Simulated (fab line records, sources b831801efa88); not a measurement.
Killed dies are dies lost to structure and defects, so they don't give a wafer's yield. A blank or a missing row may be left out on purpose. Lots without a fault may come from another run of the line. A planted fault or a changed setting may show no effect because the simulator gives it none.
fab line records | flow sky130
record lots=12 wafers=36 last_day=50
route steps=708 shown NWELL@67 PWDE@84 GATE_OXIDE@198 RES_PROTECT@215 PAD_OPEN@708
lots that met no fault: from a run of the same line without faults
start_h: hours from the record's first day to the start of the lot's first wafer shown | wait_h: hours since the lot's step before | " the same as in the row above | L1.1+2: a row that stands for several wafers | - no value, or no start given | * or withheld: withheld | < > ~ a bound
route shown NAME@n: a module of which the file shows steps, and the number in the route of the first | usual: mean/standard deviation of fault-free wafers | same: alike in all rows | chamber/n: place in a boat | sites: the reading at each site | _std_site: their standard deviation | _edge_site: outer sites' mean less inner sites' | radius_mm: how far each site lies from the wafer's centre | mask NAME#n: copy n | behind: the tool/chamber that last shaped the wafer | hold: why the lot was held/for how many hours/how that ended | device: the transistor (n, p or np) that didn't switch | end of line: the same wafers' tests at the end of the route | a step without rows: its recipe alone | killed: dies lost to structure and defects at the first sort, not the wafer's yield | map: a wafer's dies, x killed, . not, _ none there
set.NAME: the setting as run; set.NAME@STEP: as run at that earlier step | model.NAME: the simulator's own value behind a step, which no gauge read
steps of the route over a sample of lots; a table a step, a row a wafer
services: from which hour (start_h, from the record's first day; less than 0 if before it) a tool's chamber was out of use, for how many hours, and why
## steps
# step SKY_NWELL_STRIP_14
# recipe chemistry=O2/N2 power_w=1400 pressure_mtorr=1500 platen_temp_c=withheld o2_flow_sccm=3000 n2_flow_sccm=300 overash_fraction=0.5
# usual drypump_motor_current_A=5.5/0.55 o2_flow_sccm=3001/11 oes_product_au=0.723/0.004 strip_time_to_endpoint_s=36.89/0.11
# columns lot.wafer tool chamber start_h wait_h drypump_motor_current_A o2_flow_sccm oes_product_au rf_hours_counter_h strip_time_to_endpoint_s
L118.2 plasma_asher-04 0 91.30 0.1 4.7 3003 0.721 39 36.81
L118.4 " 0 " " 4.7 3012 0.721 - 36.88
L118.6 " 1 " " 5.8 2994 0.731 - 36.92
L119.1 plasma_asher-03 1 94.20 0.1 5.3 2997 0.723 42 36.99
L119.2 " 0 " " 5.4 2991 0.715 42 36.92
L119.3 " 1 " " 5.3 3014 0.721 - 37.01
L122.1 plasma_asher-04 0 121.60 0.1 4.7 2984 0.728 42 36.95
L122.2 " 1 " " 5.8 3007 0.722 42 36.78
L122.6 " 1 " " 5.8 3016 0.719 - 36.79
L129.1 plasma_asher-02 1 157.25 0.1 6.0 2989 0.725 4 36.63
L129.2 " 0 " " 6.4 2991 0.718 4 36.77
L129.4 " 0 " " 6.4 2989 0.722 - 36.64
L130.1 plasma_asher-02 0 160.71 0.1 6.3 3008 0.724 5 36.73
L130.4 " 0 " " 6.4 3005 0.723 - 36.75
L130.5 " 1 " " 6.0 3011 0.725 - 36.83
L131.1 plasma_asher-04 0 166.19 0.1 4.7 3004 0.726 47 36.77
L131.3 " 1 " " 5.8 3007 0.715 - 36.82
L131.5 " 0 " " 4.7 3006 0.728 - 36.80
L133.4 plasma_asher-04 0 177.17 0.1 4.7 3008 0.724 - 36.93
L133.5 " 1 " " 5.8 2996 0.719 - 36.79
L133.6 " 0 " " 4.7 2998 0.718 - 36.81
L134.1 plasma_asher-03 1 182.95 0.1 5.3 3006 0.727 49 37.04
L134.3 " 0 " " 5.4 2998 0.728 - 37.10
L134.6 " 1 " " 5.4 2995 0.719 - 36.95
L137.1 plasma_asher-04 1 201.14 0.1 5.8 3002 0.723 50 36.93
L137.2 " 0 " " 4.7 2999 0.731 50 36.93
L137.4 " 0 " " 4.7 3009 0.717 - 36.88
L138.1 plasma_asher-03 0 216.86 0.1 5.4 2996 0.721 52 37.08
L138.4 " 1 " " 5.4 2994 0.721 - 36.95
L138.5 " 1 " " 5.4 2987 0.723 - 37.01
L139.2 plasma_asher-03 1 220.61 0.1 5.4 3007 0.722 53 37.01
L139.5 " 0 " " 5.4 2986 0.727 - 36.97
L139.6 " 1 " " 5.3 2995 0.726 - 36.96
L140.1 plasma_asher-04 0 220.75 0.1 4.7 2985 0.724 52 36.85
L140.4 " 0 " " 4.7 2992 0.724 - 36.85
L140.5 " 1 " " 5.8 3013 0.723 - 36.94
# step SKY_NWELL_RS_MEAS_31
# recipe thk_meas_gauge=four-point-probe
# usual PWDE_RS=5281/17
# columns lot.wafer tool chamber start_h wait_h PWDE_RS[ohm/sq]
L118.2 film_metro-03 - 109.73 0.1 5267
L118.4 " - " " 5283
L118.6 " - " " 5278
L119.1 film_metro-02 - 113.04 0.1 5272
L119.2 " - " " 5248
L119.3 " - " " 5255
L122.1 film_metro-01 - 141.21 0.1 5272
L122.2 " - " " 5267
L122.6 " - " " 5260
L129.1 film_metro-02 - 177.74 0.1 5302
L129.2 " - " " 5307
L129.4 " - " " 5294
L130.1 film_metro-01 - 182.69 0.1 5288
L130.4 " - " " 5267
L130.5 " - " " 5269
L131.1 film_metro-02 - 187.25 0.1 5273
L131.3 " - " " 5302
L131.5 " - " " 5287
L133.4 film_metro-02 - 198.27 0.1 5248
L133.5 " - " " 5251
L133.6 " - " " 5259
L134.1 film_metro-02 - 203.81 0.1 5282
L134.3 " - " " 5279
L134.6 " - " " 5294
L137.1 film_metro-01 - 223.81 0.1 5276
L137.2 " - " " 5278
L137.4 " - " " 5270
L138.1 film_metro-02 - 239.65 0.1 5275
L138.4 " - " " 5249
L138.5 " - " " 5286
L139.2 film_metro-01 - 243.06 0.1 5292
L139.5 " - " " 5289
L139.6 " - " " 5290
L140.1 film_metro-01 - 243.96 0.1 5285
L140.4 " - " " 5283
L140.5 " - " " 5276
# step SKY_GATE_OXIDE_IMPLANT_11
# recipe species=B energy_kev=10 dose_cm2=2.6e+12 tilt_deg=withheld
# usual dose_ions_cm2=2.6e+12/2.8e+09 faraday_current_uA=14.68/0.29
# columns lot.wafer tool chamber start_h wait_h dose_ions_cm2 faraday_current_uA
L118.2 implanter-04 0 309.66 0.0 2.5983e+12 14.20
L118.4 " 0 " " 2.6016e+12 14.65
L118.6 " 0 " " 2.6018e+12 14.57
L119.1 implanter-04 0 320.05 0.0 2.6026e+12 15.02
L119.2 " 0 " " 2.6068e+12 14.58
L119.3 " 0 " " 2.6005e+12 14.70
L122.1 implanter-03 0 359.86 0.0 2.6057e+12 15.02
L122.2 " 0 " " 2.6045e+12 14.17
L122.6 " 0 " " 2.6044e+12 15.00
L129.1 implanter-04 0 406.58 0.0 3.363e+12 18.47
L129.2 " 0 " " 3.3591e+12 19.51
L129.4 " 0 " " 3.3592e+12 19.71
L130.1 implanter-04 0 414.50 0.0 3.3547e+12 18.81
L130.4 " 0 " " 3.353e+12 18.34
L130.5 " 0 " " 3.3525e+12 19.23
L131.1 implanter-03 0 418.88 0.0 2.5986e+12 14.53
L131.3 " 0 " " 2.5966e+12 14.63
L131.5 " 0 " " 2.5982e+12 15.20
L133.4 implanter-01 0 434.72 0.1 2.5988e+12 15.19
L133.5 " 0 " " 2.6017e+12 15.01
L133.6 " 0 " " 2.6013e+12 14.28
L134.1 implanter-03 0 450.38 0.0 2.6001e+12 14.93
L134.3 " 0 " " 2.6015e+12 14.82
L134.6 " 0 " " 2.5994e+12 14.82
L137.1 implanter-01 0 474.86 0.0 2.6025e+12 14.72
L137.2 " 0 " " 2.6028e+12 15.36
L137.4 " 0 " " 2.605e+12 15.07
L138.1 implanter-03 0 498.83 0.0 2.5968e+12 15.00
L138.4 " 0 " " 2.5935e+12 15.07
L138.5 " 0 " " 2.5998e+12 14.84
L139.2 implanter-03 0 502.72 0.0 2.6027e+12 14.47
L139.5 " 0 " " 2.6029e+12 14.83
L139.6 " 0 " " 2.5987e+12 14.65
L140.1 implanter-03 0 504.63 0.0 2.6007e+12 14.18
L140.4 " 0 " " 2.6025e+12 14.31
L140.5 " 0 " " 2.6024e+12 14.57
# step SKY_GATE_OXIDE_TW_MEAS_14
# usual GATE_OXIDE_TW=225.5/2.4
# columns lot.wafer tool chamber start_h wait_h GATE_OXIDE_TW
L118.2 film_metro-01 - 310.00 0.1 226.8
L118.4 " - " " 228.4
L118.6 " - " " 228.3
L119.1 film_metro-01 - 320.40 0.1 228.4
L119.2 " - " " 227.6
L119.3 " - " " 227.3
L122.1 film_metro-01 - 360.21 0.1 228.6
L122.2 " - " " 227.3
L122.6 " - " " 226.9
L129.1 film_metro-01 - 406.94 0.1 246.2
L129.2 " - " " 245.6
L129.4 " - " " 246.2
L130.1 film_metro-03 - 414.95 0.1 241.3
L130.4 " - " " 240.5
L130.5 " - " " 240.6
L131.1 film_metro-02 - 419.25 0.1 223.6
L131.3 " - " " 222.0
L131.5 " - " " 222.4
L133.4 film_metro-02 - 435.03 0.1 223.1
L133.5 " - " " 222.8
L133.6 " - " " 223.4
L134.1 film_metro-03 - 450.74 0.1 223.8
L134.3 " - " " 223.1
L134.6 " - " " 224.5
L137.1 film_metro-02 - 475.21 0.1 223.0
L137.2 " - " " 225.1
L137.4 " - " " 224.4
L138.1 film_metro-03 - 499.19 0.1 224.7
L138.4 " - " " 224.7
L138.5 " - " " 224.6
L139.2 film_metro-01 - 503.06 0.1 229.0
L139.5 " - " " 228.8
L139.6 " - " " 228.7
L140.1 film_metro-01 - 504.99 0.1 230.1
L140.4 " - " " 229.2
L140.5 " - " " 229.4
# step SKY_RES_PROTECT_TW_MEAS_08
# usual POLY_GATE_TW=4025/20
# columns lot.wafer tool chamber start_h wait_h POLY_GATE_TW
L118.2 film_metro-03 - 339.33 0.1 4034
L118.4 " - " " 4040
L118.6 " - " " 4032
L119.1 film_metro-02 - 350.29 0.1 4002
L119.2 " - " " 3992
L119.3 " - " " 3995
L122.1 film_metro-03 - 393.42 0.1 4052
L122.2 " - " " 4055
L122.6 " - " " 4056
L129.1 film_metro-02 - 441.53 0.1 4042
L129.2 " - " " 4046
L129.4 " - " " 4052
L130.1 film_metro-02 - 449.27 0.1 4027
L130.4 " - " " 4008
L130.5 " - " " 4015
L131.1 film_metro-04 - 454.82 0.1 4010
L131.3 " - " " 4028
L131.5 " - " " 4041
L133.4 film_metro-03 - 470.10 0.1 4035
L133.5 " - " " 4034
L133.6 " - " " 4026
L134.1 film_metro-04 - 484.75 0.1 4008
L134.3 " - " " 4000
L134.6 " - " " 4008
L137.1 film_metro-03 - 508.95 0.1 4056
L137.2 " - " " 4062
L137.4 " - " " 4067
L138.1 film_metro-04 - 532.09 0.1 4030
L138.4 " - " " 4016
L138.5 " - " " 4007
L139.2 film_metro-04 - 536.95 0.1 4022
L139.5 " - " " 4025
L139.6 " - " " 4034
L140.1 film_metro-03 - 538.64 0.1 4039
L140.4 " - " " 4029
L140.5 " - " " 4021
# step SKY_PAD_OPEN_PROBE_99
# usual killed_at_M0_to_M3=44/6.9 killed_at_M4_up=3.0/1.5 killed_at_contacts=24/5.2 killed_at_front_end=15/4.1 killed_at_other=0.4/0.62 killed_dies=87/9.6 killed_on_rim=17/3.8 killed_open=47/7 killed_short=40/6.2
# same gross_dies=492 killed_at_back_side=0
# columns lot.wafer tool chamber start_h wait_h killed_at_M0_to_M3 killed_at_M4_up killed_at_contacts killed_at_front_end killed_at_other killed_dies killed_on_rim killed_open killed_short
L129.1 prober-01 - 1143.70 0.1 41 2 27 13 0 83 21 47 36
L129.2 prober-01 - 1143.75 0.1 42 2 24 13 0 81 23 48 33
L129.4 prober-01 - 1143.85 0.2 46 3 30 8 0 87 21 43 44
L130.1 prober-02 - 1144.72 0.1 50 4 27 17 0 98 17 52 46
L130.4 prober-02 - 1144.87 0.2 55 5 23 21 0 104 19 57 47
L130.5 prober-02 - 1144.92 0.2 52 2 25 15 0 94 14 54 40
L131.1 prober-01 - 1151.56 0.1 49 6 25 15 0 95 20 51 44
L131.3 prober-01 - 1151.66 0.2 32 3 32 12 0 79 22 46 33
L131.5 prober-01 - 1151.76 0.2 27 2 27 11 0 67 12 35 31
# killed by level:class
L129.1 VIA1:geometric_particle:open=10 CONTACT:geometric_particle:open=8 LI_CONTACT:geometric_particle:open=6 LI_CONTACT:geometric_particle:short=6 METAL1:geometric_particle:short=6 VIA2:geometric_particle:open=6 LOCAL_INTERCONNECT:geometric_particle:short=5 METAL2:geometric_particle:short=5
L129.2 LI_CONTACT:geometric_particle:open=11 VIA1:geometric_particle:open=8 FIELD_ISO:geometric_particle:open=7 METAL1:geometric_particle:short=7 VIA2:geometric_particle:open=6 CONTACT:geometric_particle:open=5 METAL1:geometric_particle:open=4 VIA1:geometric_particle:short=4
L129.4 CONTACT:geometric_particle:open=9 VIA1:geometric_particle:open=9 LI_CONTACT:geometric_particle:open=8 VIA1:geometric_particle:short=6 METAL1:geometric_particle:short=6 METAL2:geometric_particle:short=6 VIA2:geometric_particle:open=6 LOCAL_INTERCONNECT:geometric_particle:short=5
L130.1 VIA1:geometric_particle:open=13 CONTACT:geometric_particle:open=11 CONTACT:geometric_particle:short=7 VIA2:geometric_particle:open=7 LI_CONTACT:geometric_particle:open=6 VIA1:geometric_particle:short=6 VIA2:geometric_particle:short=5 POLY_GATE:geometric_particle:short=5
L130.4 VIA1:geometric_particle:open=16 METAL2:geometric_particle:short=7 VIA2:geometric_particle:open=7 VIA3:geometric_particle:open=7 FIELD_ISO:geometric_particle:open=6 LI_CONTACT:geometric_particle:open=5 CONTACT:geometric_particle:short=5 CONTACT:geometric_particle:open=5
L130.5 VIA1:geometric_particle:open=18 CONTACT:geometric_particle:open=10 LI_CONTACT:geometric_particle:open=7 VIA2:geometric_particle:open=7 METAL3:geometric_particle:short=6 POLY_GATE:geometric_particle:short=5 VIA1:geometric_particle:short=5 VIA3:geometric_particle:short=5
L131.1 VIA2:geometric_particle:open=11 LI_CONTACT:geometric_particle:open=8 VIA1:geometric_particle:open=8 CONTACT:geometric_particle:open=7 VIA3:geometric_particle:open=6 METAL3:geometric_particle:short=6 LOCAL_INTERCONNECT:geometric_particle:short=5 VIA1:geometric_particle:short=5
L131.3 CONTACT:geometric_particle:open=15 VIA2:geometric_particle:open=6 LI_CONTACT:geometric_particle:open=6 METAL1:geometric_particle:short=6 VIA3:geometric_particle:open=5 CONTACT:geometric_particle:short=5 VIA1:geometric_particle:open=5 FIELD_ISO:geometric_particle:open=4
L131.5 LI_CONTACT:geometric_particle:open=7 VIA2:geometric_particle:open=7 LOCAL_INTERCONNECT:geometric_particle:short=6 CONTACT:geometric_particle:open=6 CONTACT:geometric_particle:short=5 FIELD_ISO:geometric_particle:open=3 POLY_GATE:geometric_particle:short=3 LI_CONTACT:geometric_particle:short=3
## services
# columns tool chamber start_h hours kind
implanter-01 - 68.17 2.8 repair
implanter-01 - 72.76 1.8 repair
implanter-01 - 76.37 3.7 repair
plasma_asher-04 - 77.14 2.8 pm
plasma_asher-02 - 83.30 6.0 repair
implanter-04 - 101.07 3.1 pm
plasma_asher-02 - 108.75 9.0 pm
plasma_asher-03 - 115.42 15.3 repair
plasma_asher-03 - 147.88 0.5 repair
plasma_asher-03 - 247.09 4.0 repair
plasma_asher-03 - 254.26 42.4 pm
implanter-03 - 384.80 2.5 pm
implanter-04 - 386.71 2.2 pm
plasma_asher-04 - 421.25 9.0 pm
implanter-04 - 421.71 7.7 repair
plasma_asher-03 - 422.87 0.7 repair
plasma_asher-04 - 436.05 9.4 repair
plasma_asher-03 - 437.36 2.3 repair
plasma_asher-04 - 461.21 0.4 repair
implanter-03 - 473.07 1.2 repair
plasma_asher-04 - 475.84 2.6 repair
implanter-04 - 487.32 2.7 pm
plasma_asher-03 - 489.10 1.6 repair
implanter-04 - 493.38 13.6 pm
## key
first_sign step=SKY_GATE_OXIDE_IMPLANT_11 reading=dose_ions_cm2 direction=up sigmas=99+ usual=* struck=*
effect step=SKY_GATE_OXIDE_IMPLANT_11 reading=faraday_current_uA direction=up sigmas=15 usual=14.68 struck=19.01
effect step=SKY_GATE_OXIDE_TW_MEAS_14 reading=GATE_OXIDE_TW direction=up sigmas=7.3 usual=225.5 struck=243.4
met_at SKY_GATE_OXIDE_IMPLANT_11
struck_lots L129,L130
tester_left_out L129,L130
not_acting_at SKY_NWELL_STRIP_14,SKY_NWELL_RS_MEAS_31,SKY_RES_PROTECT_TW_MEAS_08
onset_between 320.05 406.58
fault kind=process_parameter_drift tool=implanter-04 chamber=- onset_h=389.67 steps=SKY_GATE_OXIDE_IMPLANT_11 channel=dose_cm2 offset=* shape=step end_h=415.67 acts_in=* stated=*
# tester_left_out: of these lots the tester's yield and bins aren't shown, on N5 and GAA mostly nor the transistor test; their killed dies are dies lost to structure and defects alone, not to doping, threshold or leakage, so they don't give the yield
